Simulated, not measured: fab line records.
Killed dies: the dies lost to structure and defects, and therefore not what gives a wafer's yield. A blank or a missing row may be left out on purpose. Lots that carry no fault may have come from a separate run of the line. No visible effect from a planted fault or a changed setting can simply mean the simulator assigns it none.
fab line records ; flow sfq_line
record: lots: 5; wafers: 23
route steps=325 shown M6@255 I6@271 M7@282 I7@296 M8@313
start_h: hours from the record's opening day to when the first of the lot's shown wafers began ; wait_h: time in hours since the lot's previous step ; " same as the row above ; L1.1+2: a single row standing in for several wafers ; - value missing, or start not given ; * or withheld: withheld ; < > ~ a bound
route shown NAME@n: names a module that has steps shown in the file, with the first one's number in the route ; usual: the fault-free wafers' mean and standard deviation ; same: alike in all rows ; chamber/n: place in a boat ; sites: each site's reading ; _std_site: standard deviation of those values ; _edge_site: the outer-site mean with the inner-site mean subtracted ; radius_mm: how far each site lies from the wafer's centre ; mask NAME#n: copy n ; behind: the most recent tool/chamber to have shaped the wafer ; hold: what put the lot on hold/how long, in hours/how the hold closed ; device: names the non-switching transistor (n, p or np) ; end of line: at the end of the route, the tests of the same wafers ; a step without rows: its recipe alone ; killed: the dies lost at the first sort to structure and to defects; this is not the yield of the wafer ; map: the dies of a wafer, with x for killed, . for not killed, _ for no die there
set.NAME: the setting that was run; set.NAME@STEP: the one run at that earlier step ; model.NAME: the simulator's own value behind a step, which no gauge read
one table per step and one row per wafer, for lots whose settings were changed on purpose
== steps ==
step: SFQ_TRILAYER_M6_LITHO_COAT_164
recipe: resist: BARC; spin_rpm: 3000; resist_thk_nm: 62
lot.wafer;tool;chamber;start_h;wait_h;set.resist_thk_nm;model.BARC_of_TRILAYER_M6_LITHO_COAT_164.thk_nm
L075.1;litho_track-03;0;1524.95;0.1;62;61.82
L075.2;litho_track-03;0;1524.95;0.1;62;62.17
L075.3;litho_track-03;0;1524.95;0.1;62;62.01
L075.5;litho_track-03;0;1524.95;0.1;63.81;63.9
L075.6;litho_track-03;0;1524.95;0.1;63.81;63.91
L077.1;litho_track-01;0;1542.16;0.1;62;62.1
L077.3;litho_track-01;0;1542.16;0.1;58.66;58.65
L077.4;litho_track-01;0;1542.16;0.1;58.66;58.69
L077.5;litho_track-01;0;1542.16;0.1;58.66;58.8
L077.6;litho_track-01;0;1542.16;0.1;62;62.26
L078.1;litho_track-03;0;1545.76;0.1;62;62.07
L078.5;litho_track-03;0;1545.76;0.1;62;62.19
L078.6;litho_track-03;0;1545.76;0.1;62;62.1
L079.2;litho_track-03;0;1561.41;0.1;62;62.05
L079.3;litho_track-03;0;1561.41;0.1;62;62.02
L079.4;litho_track-03;0;1561.41;0.1;62;62.09
L079.5;litho_track-03;0;1561.41;0.1;62;62.07
L079.6;litho_track-03;0;1561.41;0.1;62;61.98
L080.1;litho_track-01;0;1585.72;0.1;62;61.92
L080.2+3;litho_track-01;0;1585.72;0.1;62;61.9
L080.4;litho_track-01;0;1585.72;0.1;62;62.11
L080.5;litho_track-01;0;1585.72;0.1;62;61.91
step: SFQ_TRILAYER_I6_VIA_LITHO_COAT_169
recipe: resist: KrF; spin_rpm: 3000; resist_thk_nm: 650
lot.wafer;tool;chamber;start_h;wait_h;set.resist_thk_nm;model.KrF_of_TRILAYER_I6_VIA_LITHO_COAT_169.thk_nm
L075.1;litho_track-02;0;1590.01;0.2;650;651.3
L075.2;litho_track-02;0;1590.01;0.2;650;652
L075.3;litho_track-02;0;1590.01;0.2;650;651.2
L075.5;litho_track-02;0;1590.01;0.2;650;650.7
L075.6;litho_track-02;0;1590.01;0.2;650;652.4
L077.1;litho_track-01;0;1610.17;0.2;650;650.1
L077.3;litho_track-01;0;1610.17;0.2;671.8;669.2
L077.4;litho_track-01;0;1610.17;0.2;650;649.8
L077.5;litho_track-01;0;1610.17;0.2;671.8;670.4
L077.6;litho_track-01;0;1610.17;0.2;650;650.6
L078.1;litho_track-02;0;1617.01;0.2;650;648.6
L078.5;litho_track-02;0;1617.01;0.2;650;647.6
L078.6;litho_track-02;0;1617.01;0.2;650;649.8
L079.2;litho_track-02;0;1626.29;0.2;650;650.4
L079.3;litho_track-02;0;1626.29;0.2;650;650.5
L079.4;litho_track-02;0;1626.29;0.2;650;649.5
L079.5;litho_track-02;0;1626.29;0.2;650;650.8
L079.6;litho_track-02;0;1626.29;0.2;650;651.9
L080.1;litho_track-03;0;1641.24;0.2;650;648.7
L080.2;litho_track-03;0;1641.24;0.2;650;650.3
L080.3+4;litho_track-03;0;1641.24;0.2;612.7;612.5
L080.5;litho_track-03;0;1641.24;0.2;650;649.7
step: SFQ_TRILAYER_I6_VIA_LITHO_PEB_172
recipe: peb_temp_c: 115; peb_time_s: 60; resist: KrF
lot.wafer;tool;chamber;start_h;wait_h;set.peb_temp_c
L075.1+2+6;litho_track-03;0;1652.59;1.0;112.3
L075.3+5;litho_track-03;0;1652.59;1.0;115
L077.1+5;litho_track-01;0;1677.79;1.0;115
L077.3+4+6;litho_track-01;0;1677.79;1.0;113.1
L078.1+5+6;litho_track-01;0;1684.99;1.0;115
L079.2+3+4+5+6;litho_track-01;0;1695.81;0.8;115
L080.1+2+3+4+5;litho_track-03;0;1718.39;1.0;115
step: SFQ_TRILAYER_I6_VIA_LITHO_DEVELOP_171
recipe: time_s: 60; resist: KrF
step: SFQ_TRILAYER_I6_VIA_BARC_OPEN_VIA_ETCH_235
recipe: mask_material: PR; chemistry: O2; target_depth_nm: 125; target: BARC; source_w: 500; bias_w: 80; pressure_mtorr: 30; time_s: 41.7
lot.wafer;tool;chamber;start_h;wait_h;set.peb_temp_c@TRILAYER_I6_VIA_LITHO_PEB_172;model.I6.cd_nm
L075.1;rie_diel-01;1;1652.92;0.0;112.3;643
L075.2;rie_diel-01;3;1652.92;0.0;112.3;644.3
L075.3;rie_diel-01;0;1652.92;0.0;115;698.9
L075.5;rie_diel-01;1;1652.92;0.0;115;698.7
L075.6;rie_diel-01;0;1652.92;0.0;112.3;644
L077.1;rie_diel-01;0;1678.12;0.0;115;698.7
L077.3;rie_diel-01;1;1678.12;0.0;113.1;662
L077.4;rie_diel-01;1;1678.12;0.0;113.1;661.5
L077.5;rie_diel-01;0;1678.12;0.0;115;697.4
L077.6;rie_diel-01;3;1678.12;0.0;113.1;660.2
L078.1;rie_diel-01;1;1685.32;0.0;115;699.5
L078.5;rie_diel-01;3;1685.32;0.0;115;699.1
L078.6;rie_diel-01;0;1685.32;0.0;115;699
L079.2+4;rie_diel-04;3,2;1696.12;0.0;115;700.3
L079.3;rie_diel-04;0;1696.12;0.0;115;698.9
L079.5;rie_diel-04;2;1696.12;0.0;115;698.1
L079.6;rie_diel-04;3;1696.12;0.0;115;699.7
L080.1;rie_diel-04;1;1718.72;0.0;115;699.9
L080.2;rie_diel-04;2;1718.72;0.0;115;701.6
L080.3;rie_diel-04;0;1718.72;0.0;115;703
L080.4;rie_diel-04;3;1718.72;0.0;115;704.3
L080.5;rie_diel-04;0;1718.72;0.0;115;701.2
step: SFQ_TRILAYER_I6_VIA_ETCH_VIA_ETCH_172
recipe: target: SiO2; stop_on: Nb; mask_material: PR; taper_deg: 20; chemistry: CHF3; target_depth_nm: 260; source_w: 500; bias_w: 80; pressure_mtorr: 30; time_s: withheld
lot.wafer;tool;chamber;start_h;wait_h;set.peb_temp_c@TRILAYER_I6_VIA_LITHO_PEB_172;model.I6.cd_nm
L075.1;rie_diel-01;1;1652.96;0.0;112.3;643.5
L075.2;rie_diel-01;3;1652.96;0.0;112.3;645.4
L075.3;rie_diel-01;0;1652.96;0.0;115;697.1
L075.5;rie_diel-01;1;1652.96;0.0;115;699.4
L075.6;rie_diel-01;0;1652.96;0.0;112.3;643
L077.1;rie_diel-01;0;1678.16;0.0;115;698.1
L077.3;rie_diel-01;1;1678.16;0.0;113.1;663.5
L077.4;rie_diel-01;1;1678.16;0.0;113.1;662.1
L077.5;rie_diel-01;0;1678.16;0.0;115;696
L077.6;rie_diel-01;3;1678.16;0.0;113.1;661.8
L078.1;rie_diel-01;1;1685.36;0.0;115;699.8
L078.5;rie_diel-01;3;1685.36;0.0;115;698.3
L078.6;rie_diel-01;0;1685.36;0.0;115;697.3
L079.2;rie_diel-04;3;1696.16;0.0;115;700.5
L079.3;rie_diel-04;0;1696.16;0.0;115;698.6
L079.4;rie_diel-04;2;1696.16;0.0;115;701.7
L079.5;rie_diel-04;2;1696.16;0.0;115;699.4
L079.6;rie_diel-04;3;1696.16;0.0;115;700.6
L080.1;rie_diel-04;1;1718.76;0.0;115;700.1
L080.2;rie_diel-04;2;1718.76;0.0;115;702.8
L080.3;rie_diel-04;0;1718.76;0.0;115;702.7
L080.4;rie_diel-04;3;1718.76;0.0;115;704.1
L080.5;rie_diel-04;0;1718.76;0.0;115;699.6
step: SFQ_TRILAYER_M7_DEP_SPUTTER_175
recipe: material: Nb; base_pressure_pa: 1.33e-06; chamber_pressure_pa: 0.1333; substrate_temp_c: 20; target_thk_nm: 200; power_w: 2000; time_s: 133.3
lot.wafer;tool;chamber;start_h;wait_h;set.time_s;model.Nb_of_TRILAYER_M7_DEP_SPUTTER_175.thk_nm
L075.1;pvd_sputter-06;-;1653.90;0.0;123.2;184.1
L075.2;pvd_sputter-06;-;1653.90;0.0;123.2;185.4
L075.3;pvd_sputter-06;-;1653.90;0.0;133.3;198.9
L075.5;pvd_sputter-06;-;1653.90;0.0;123.2;182.6
L075.6;pvd_sputter-06;-;1653.90;0.0;133.3;199
L077.1;pvd_sputter-06;-;1679.10;0.0;142;210.8
L077.3;pvd_sputter-06;-;1679.10;0.0;142;208.2
L077.4;pvd_sputter-06;-;1679.10;0.0;142;209.3
L077.5;pvd_sputter-06;-;1679.10;0.0;133.3;197
L077.6;pvd_sputter-06;-;1679.10;0.0;133.3;198
L078.1;pvd_sputter-05;-;1686.28;0.0;133.3;201.8
L078.5;pvd_sputter-05;-;1686.28;0.0;133.3;201.6
L078.6;pvd_sputter-05;-;1686.28;0.0;133.3;202
L079.2;pvd_sputter-06;-;1697.08;0.0;133.3;201
L079.3;pvd_sputter-06;-;1697.08;0.0;133.3;201.8
L079.4;pvd_sputter-06;-;1697.08;0.0;122.5;185.9
L079.5;pvd_sputter-06;-;1697.08;0.0;133.3;201.3
L079.6;pvd_sputter-06;-;1697.08;0.0;122.5;184.9
L080.1;pvd_sputter-05;-;1719.68;0.0;122.7;183.9
L080.2;pvd_sputter-05;-;1719.68;0.0;122.7;181.8
L080.3;pvd_sputter-05;-;1719.68;0.0;133.3;200.3
L080.4;pvd_sputter-05;-;1719.68;0.0;133.3;200.8
L080.5;pvd_sputter-05;-;1719.68;0.0;133.3;200.1
step: SFQ_M7_RS_MEAS_943
recipe: thk_meas_gauge: four-point-probe; reads: Nb_of_TRILAYER_M7_DEP_SPUTTER_175
usual: M7_NB_RS: 0.889/0.0066
lot.wafer;tool;chamber;start_h;wait_h;set.time_s@TRILAYER_M7_DEP_SPUTTER_175;M7_NB_RS[ohm/sq]
L075.1;film_metro-02;-;1653.99;0.0;123.2;0.968
L075.2;film_metro-02;-;1653.99;0.0;123.2;0.961
L075.3;film_metro-02;-;1653.99;0.0;133.3;0.894
L075.5;film_metro-02;-;1653.99;0.0;123.2;0.974
L075.6;film_metro-02;-;1653.99;0.0;133.3;0.893
L077.1;film_metro-04;-;1679.19;0.0;142;0.842
L077.3;film_metro-04;-;1679.19;0.0;142;0.852
L077.4;film_metro-04;-;1679.19;0.0;142;0.849
L077.5;film_metro-04;-;1679.19;0.0;133.3;0.904
L077.6;film_metro-04;-;1679.19;0.0;133.3;0.898
L078.1;film_metro-01;-;1686.37;0.0;133.3;0.884
L078.5;film_metro-01;-;1686.37;0.0;133.3;0.886
L078.6;film_metro-01;-;1686.37;0.0;133.3;0.882
L079.2;film_metro-04;-;1697.19;0.1;133.3;0.885
L079.3;film_metro-04;-;1697.19;0.1;133.3;0.881
L079.4;film_metro-04;-;1697.19;0.1;122.5;0.957
L079.5;film_metro-04;-;1697.19;0.1;133.3;0.884
L079.6;film_metro-04;-;1697.19;0.1;122.5;0.963
L080.1;film_metro-01;-;1719.77;0.0;122.7;0.970
L080.2;film_metro-01;-;1719.77;0.0;122.7;0.980
L080.3;film_metro-01;-;1719.77;0.0;133.3;0.887
L080.4;film_metro-01;-;1719.77;0.0;133.3;0.887
L080.5;film_metro-01;-;1719.77;0.0;133.3;0.891
step: SFQ_TRILAYER_M7_LITHO_EXPOSE_178
recipe: mask_id: M7; na: 0.6; source_shape: conventional; sigma_outer: 0.65; target_cd_nm: 500; dose_mj: 14.4
lot.wafer;tool;chamber;start_h;wait_h;mask;set.dose_mj
L075.1+2+3+5+6;krf_scanner-02;0;1735.94;-;M7#0;14.4
L077.1+3+4+5+6;krf_scanner-02;0;1762.34;-;M7#0;14.4
L078.1+5+6;krf_scanner-02;0;1768.34;-;M7#0;14.4
L079.2+4+6;krf_scanner-02;0;1778.14;-;M7#0;14.77
L079.3+5;krf_scanner-02;0;1778.14;-;M7#0;14.4
L080.1+4;krf_scanner-02;0;1800.84;-;M7#0;14.84
L080.2+3+5;krf_scanner-02;0;1800.84;-;M7#0;14.4
step: SFQ_TRILAYER_M7_LITHO_PEB_180
recipe: peb_temp_c: 115; peb_time_s: 60; resist: KrF
step: SFQ_TRILAYER_M7_LITHO_DEVELOP_179
recipe: time_s: 60; resist: KrF
step: SFQ_TRILAYER_M7_BARC_OPEN_METAL_ETCH_229
recipe: mask_material: PR; chemistry: O2; target_depth_nm: 125; target: BARC; icp_w: 600; bias_w: 80; pressure_mtorr: 10; time_s: 41.7
lot.wafer;tool;chamber;start_h;wait_h;set.dose_mj@TRILAYER_M7_LITHO_EXPOSE_178;model.M7.cd_nm
L075.1;rie_metal-01;0;1737.47;0.0;14.4;501.3
L075.2;rie_metal-01;1;1737.47;0.0;14.4;501.4
L075.3;rie_metal-01;1;1737.47;0.0;14.4;500.7
L075.5;rie_metal-01;1;1737.47;0.0;14.4;502.2
L075.6;rie_metal-01;0;1737.47;0.0;14.4;500.1
L077.1;rie_metal-03;1;1763.87;0.0;14.4;498
L077.3;rie_metal-03;0;1763.87;0.0;14.4;497.1
L077.4;rie_metal-03;1;1763.87;0.0;14.4;499.3
L077.5;rie_metal-03;0;1763.87;0.0;14.4;496.8
L077.6;rie_metal-03;1;1763.87;0.0;14.4;499
L078.1;rie_metal-02;0;1769.87;0.0;14.4;500.5
L078.5;rie_metal-02;1;1769.87;0.0;14.4;500.9
L078.6;rie_metal-02;0;1769.87;0.0;14.4;500.1
L079.2+6;rie_metal-03;0,1;1779.47;0.0;14.77;496.3
L079.3;rie_metal-03;0;1779.47;0.0;14.4;498.9
L079.4;rie_metal-03;1;1779.47;0.0;14.77;494.5
L079.5;rie_metal-03;0;1779.47;0.0;14.4;499.7
L080.1;rie_metal-01;0;1802.37;0.0;14.84;494.4
L080.2;rie_metal-01;1;1802.37;0.0;14.4;499.3
L080.3;rie_metal-01;0;1802.37;0.0;14.4;499.2
L080.4;rie_metal-01;1;1802.37;0.0;14.84;495.2
L080.5;rie_metal-01;1;1802.37;0.0;14.4;501.8
step: SFQ_TRILAYER_M7_ETCH_METAL_ETCH_180
recipe: target: Nb; stop_on: SiO2; mask_material: PR; chemistry: Cl2/Ar; target_depth_nm: 240; icp_w: 600; bias_w: 80; pressure_mtorr: 10; time_s: 120
usual: oes_product_au: 0.895/0.0063
lot.wafer;tool;chamber;start_h;wait_h;set.time_s@TRILAYER_M7_DEP_SPUTTER_175;oes_product_au
L075.1;rie_metal-01;0;1737.53;0.0;123.2;0.847
L075.2;rie_metal-01;1;1737.53;0.0;123.2;0.854
L075.3;rie_metal-01;1;1737.53;0.0;133.3;0.895
L075.5;rie_metal-01;1;1737.53;0.0;123.2;0.850
L075.6;rie_metal-01;0;1737.53;0.0;133.3;0.901
L077.1;rie_metal-03;1;1763.93;0.0;142;0.921
L077.3;rie_metal-03;0;1763.93;0.0;142;0.912
L077.4;rie_metal-03;1;1763.93;0.0;142;0.917
L077.5;rie_metal-03;0;1763.93;0.0;133.3;0.890
L077.6;rie_metal-03;1;1763.93;0.0;133.3;0.890
L078.1;rie_metal-02;0;1769.93;0.0;133.3;0.902
L078.5;rie_metal-02;1;1769.93;0.0;133.3;0.892
L078.6;rie_metal-02;0;1769.93;0.0;133.3;0.902
L079.2;rie_metal-03;0;1779.53;0.0;133.3;0.891
L079.3;rie_metal-03;0;1779.53;0.0;133.3;0.886
L079.4;rie_metal-03;1;1779.53;0.0;122.5;0.867
L079.5;rie_metal-03;0;1779.53;0.0;133.3;0.902
L079.6;rie_metal-03;1;1779.53;0.0;122.5;0.856
L080.1;rie_metal-01;0;1802.43;0.0;122.7;0.852
L080.2;rie_metal-01;1;1802.43;0.0;122.7;0.841
L080.3;rie_metal-01;0;1802.43;0.0;133.3;0.900
L080.4;rie_metal-01;1;1802.43;0.0;133.3;0.892
L080.5;rie_metal-01;1;1802.43;0.0;133.3;0.893
step: SFQ_TRILAYER_I7_DEP_PECVD_183
recipe: material: SiO2; temp_c: 150; time_s: 111.11; pressure_torr: 2.4; rf_w: 183.3; precursor: SiH4/N2O; target_thk_nm: 500
lot.wafer;tool;chamber;start_h;wait_h;set.rf_w;model.SiO2_of_TRILAYER_I7_DEP_PECVD_183.thk_nm
L075.1;pecvd-01;0;1738.45;0.0;183.3;498.2
L075.2;pecvd-01;1;1738.45;0.0;191.4;501.4
L075.3;pecvd-01;2;1738.45;0.0;191.4;508.1
L075.5;pecvd-01;2;1738.45;0.0;191.4;510.6
L075.6;pecvd-01;0;1738.45;0.0;183.3;507.4
L077.1;pecvd-02;2;1764.83;0.0;163.1;467.5
L077.3;pecvd-02;0;1764.83;0.0;163.1;468.7
L077.4;pecvd-02;2;1764.83;0.0;183.3;497.8
L077.5;pecvd-02;2;1764.83;0.0;183.3;494.6
L077.6;pecvd-02;0;1764.83;0.0;183.3;493.1
L078.1;pecvd-01;1;1770.83;0.0;183.3;492.2
L078.5;pecvd-01;1;1770.83;0.0;183.3;497.9
L078.6;pecvd-01;2;1770.83;0.0;183.3;497.1
L079.2;pecvd-02;2;1780.43;0.0;183.3;492.3
L079.3;pecvd-02;1;1780.43;0.0;162.7;471.1
L079.4;pecvd-02;0;1780.43;0.0;183.3;501.7
L079.5;pecvd-02;2;1780.43;0.0;183.3;494.5
L079.6;pecvd-02;1;1780.43;0.0;162.7;481.7
L080.1;pecvd-01;2;1803.33;0.0;183.3;497.9
L080.2;pecvd-01;1;1803.33;0.0;183.3;500.4
L080.3;pecvd-01;0;1803.33;0.0;183.3;505
L080.4;pecvd-01;0;1803.33;0.0;183.3;511.7
L080.5;pecvd-01;2;1803.33;0.0;183.3;508.4
step: SFQ_TRILAYER_M8_LITHO_COAT_193
recipe: resist: KrF; spin_rpm: 3000; resist_thk_nm: 600
lot.wafer;tool;chamber;start_h;wait_h;set.resist_thk_nm;model.KrF_of_TRILAYER_M8_LITHO_COAT_193.thk_nm
L075.1;litho_track-01;0;-;-;600;600.9
L075.2+5;litho_track-01;0;-;-;600;598.6
L075.3;litho_track-01;0;-;-;600;600.4
L075.6;litho_track-01;0;-;-;600;599.3
L077.1;litho_track-04;0;-;-;619.8;618.8
L077.3;litho_track-04;0;-;-;619.8;617.2
L077.4+5;litho_track-04;0;-;-;600;597.7
L077.6;litho_track-04;0;-;-;619.8;618.3
L078.1;litho_track-01;0;-;-;600;597.7
L078.5;litho_track-01;0;-;-;600;599.8
L078.6;litho_track-01;0;-;-;600;600.7
L079.2;litho_track-01;0;-;-;587.1;589.9
L079.3;litho_track-01;0;-;-;587.1;588.9
L079.4;litho_track-01;0;-;-;600;603.4
L079.5;litho_track-01;0;-;-;600;601.6
L079.6;litho_track-01;0;-;-;587.1;589.4
L080.1;litho_track-03;0;-;-;600;597.2
L080.2;litho_track-03;0;-;-;600;596.6
L080.3;litho_track-03;0;-;-;600;598.1
L080.4;litho_track-03;0;-;-;600;598
L080.5;litho_track-03;0;-;-;600;597.6
step: SFQ_TRILAYER_M8_DEP_EVAP_198
recipe: material: Pt; angular_spread_deg: 1; target_thk_nm: 50; time_s: 250; power_w: 2000
lot.wafer;tool;chamber;start_h;wait_h;set.time_s;model.Pt_of_TRILAYER_M8_DEP_EVAP_198.thk_nm
L075.1;pvd_sputter-01;-;1940.28;0.0;213.7;42.26
L075.2;pvd_sputter-01;-;1940.28;0.0;213.7;42.19
L075.3;pvd_sputter-01;-;1940.28;0.0;213.7;42.09
L075.5;pvd_sputter-01;-;1940.28;0.0;250;48.86
L075.6;pvd_sputter-01;-;1940.28;0.0;250;49.23
L077.1;pvd_sputter-01;-;1959.48;0.0;250;50.05
L077.3;pvd_sputter-01;-;1959.48;0.0;250;50.13
L077.4;pvd_sputter-01;-;1959.48;0.0;250;50.06
L077.5;pvd_sputter-01;-;1959.48;0.0;250;50.11
L077.6;pvd_sputter-01;-;1959.48;0.0;250;50.09
L078.1;pvd_sputter-02;-;1964.28;0.0;250;49.73
L078.5;pvd_sputter-02;-;1964.28;0.0;250;49.53
L078.6;pvd_sputter-02;-;1964.28;0.0;250;49.87
L079.2;pvd_sputter-01;-;1971.48;0.0;250;49.34
L079.3;pvd_sputter-01;-;1971.48;0.0;250;49.25
L079.4;pvd_sputter-01;-;1971.48;0.0;250;48.98
L079.5;pvd_sputter-01;-;1971.48;0.0;250;49.35
L079.6;pvd_sputter-01;-;1971.48;0.0;250;49.4
L080.1;pvd_sputter-02;-;1998.00;0.0;250;49.99
L080.2;pvd_sputter-02;-;1998.00;0.0;224.4;45.03
L080.3;pvd_sputter-02;-;1998.00;0.0;250;49.8
L080.4;pvd_sputter-02;-;1998.00;0.0;224.4;44.92
L080.5;pvd_sputter-02;-;1998.00;0.0;250;49.82
== key ==
split: step: SFQ_TRILAYER_M6_LITHO_COAT_164; setting: resist_thk_nm; stated: 62; by: wafer
response: step: SFQ_TRILAYER_M6_LITHO_COAT_164; reading: model.BARC_of_TRILAYER_M6_LITHO_COAT_164.thk_nm; change: +0.647; per: 1%; r: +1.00
split: step: SFQ_TRILAYER_I6_VIA_LITHO_COAT_169; setting: resist_thk_nm; stated: 650; by: wafer
response: step: SFQ_TRILAYER_I6_VIA_LITHO_COAT_169; reading: model.KrF_of_TRILAYER_I6_VIA_LITHO_COAT_169.thk_nm; change: +6.3; per: 1%; r: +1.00
split: step: SFQ_TRILAYER_I6_VIA_LITHO_PEB_172; setting: peb_temp_c; stated: 115; by: wafer
response: step: SFQ_TRILAYER_I6_VIA_BARC_OPEN_VIA_ETCH_235; reading: model.I6.cd_nm; change: +23.1; per: 1%; r: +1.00
response: step: SFQ_TRILAYER_I6_VIA_ETCH_VIA_ETCH_172; reading: model.I6.cd_nm; change: +22.4; per: 1%; r: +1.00
split: step: SFQ_TRILAYER_M7_DEP_SPUTTER_175; setting: time_s; stated: 133.3; by: wafer
response: step: SFQ_TRILAYER_M7_DEP_SPUTTER_175; reading: model.Nb_of_TRILAYER_M7_DEP_SPUTTER_175.thk_nm; change: +2.01; per: 1%; r: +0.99
response: step: SFQ_M7_RS_MEAS_943; reading: M7_NB_RS; change: -0.00969; per: 1%; r: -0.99
response: step: SFQ_TRILAYER_M7_ETCH_METAL_ETCH_180; reading: oes_product_au; change: +0.00513; per: 1%; r: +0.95
split: step: SFQ_TRILAYER_M7_LITHO_EXPOSE_178; setting: dose_mj; stated: 14.4; by: wafer
response: step: SFQ_TRILAYER_M7_BARC_OPEN_METAL_ETCH_229; reading: model.M7.cd_nm; change: -1.61; per: 1%; r: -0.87
split: step: SFQ_TRILAYER_I7_DEP_PECVD_183; setting: rf_w; stated: 183.3; by: wafer
response: step: SFQ_TRILAYER_I7_DEP_PECVD_183; reading: model.SiO2_of_TRILAYER_I7_DEP_PECVD_183.thk_nm; change: +2.01; per: 1%; r: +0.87
split: step: SFQ_TRILAYER_M8_LITHO_COAT_193; setting: resist_thk_nm; stated: 600; by: wafer
response: step: SFQ_TRILAYER_M8_LITHO_COAT_193; reading: model.KrF_of_TRILAYER_M8_LITHO_COAT_193.thk_nm; change: +6.15; per: 1%; r: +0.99
split: step: SFQ_TRILAYER_M8_DEP_EVAP_198; setting: time_s; stated: 250; by: wafer
response: step: SFQ_TRILAYER_M8_DEP_EVAP_198; reading: model.Pt_of_TRILAYER_M8_DEP_EVAP_198.thk_nm; change: +0.475; per: 1%; r: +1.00
